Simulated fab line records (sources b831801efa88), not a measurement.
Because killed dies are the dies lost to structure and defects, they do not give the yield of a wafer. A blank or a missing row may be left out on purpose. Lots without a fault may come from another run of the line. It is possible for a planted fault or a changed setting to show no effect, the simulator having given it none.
Matching of chambers | flow gf180mcu | 4 sister chambers for GF_V5_CMP_26 on cmp-01
The step polishes, stops on SiO2, t overpolish 15 s, target thk 0 nm. 4 wafers are shown with their chamber, then 7 later ones without.

EACH WAFER AND ITS CHAMBER
wafer  | chamber | platenRpm (rpm)
L163.6 | 0       | 60.06
L164.4 | 2       | 60.01
L167.3 | 1       | 59.99
L167.4 | 3       | 59.99

WAFERS MISSING THEIR CHAMBER
wafer  | platenRpm (rpm)
L167.5 | 60.00
L171.1 | 59.97
L171.2 | 60.01
L171.4 | 59.99
L177.2 | 60.00
L177.4 | 59.99
L177.6 | 60.06

EACH ONE'S CHAMBER
wafer  | from the rows above          | in truth
L167.5 | can't be placed: 1 or 2 or 3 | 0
L171.1 | can't be placed: 1 or 3      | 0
L171.2 | 2                            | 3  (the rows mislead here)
L171.4 | can't be placed: 1 or 3      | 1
L177.2 | can't be placed: 1 or 2 or 3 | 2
L177.4 | can't be placed: 1 or 3      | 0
L177.6 | 0                            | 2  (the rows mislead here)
Correct placement for 0 of the 7. These rows do not allow placing 5 (true chamber among the candidates in 2). Number placed wrongly: 2.
How it was worked out, from the rows above alone: a wafer's distance from a chamber is the root of the sum, over the readings, of the square of ((its reading less the chamber's mean) divided by the reading's scatter). The wafer belongs to the nearest chamber; if the next one is less than 2 further off, it can't be placed. A chamber's mean is the mean of its shown wafers. The scatter (one wafer shown for each chamber): square how far every hidden wafer sits from the nearest shown wafer, average those squares and take the square root.
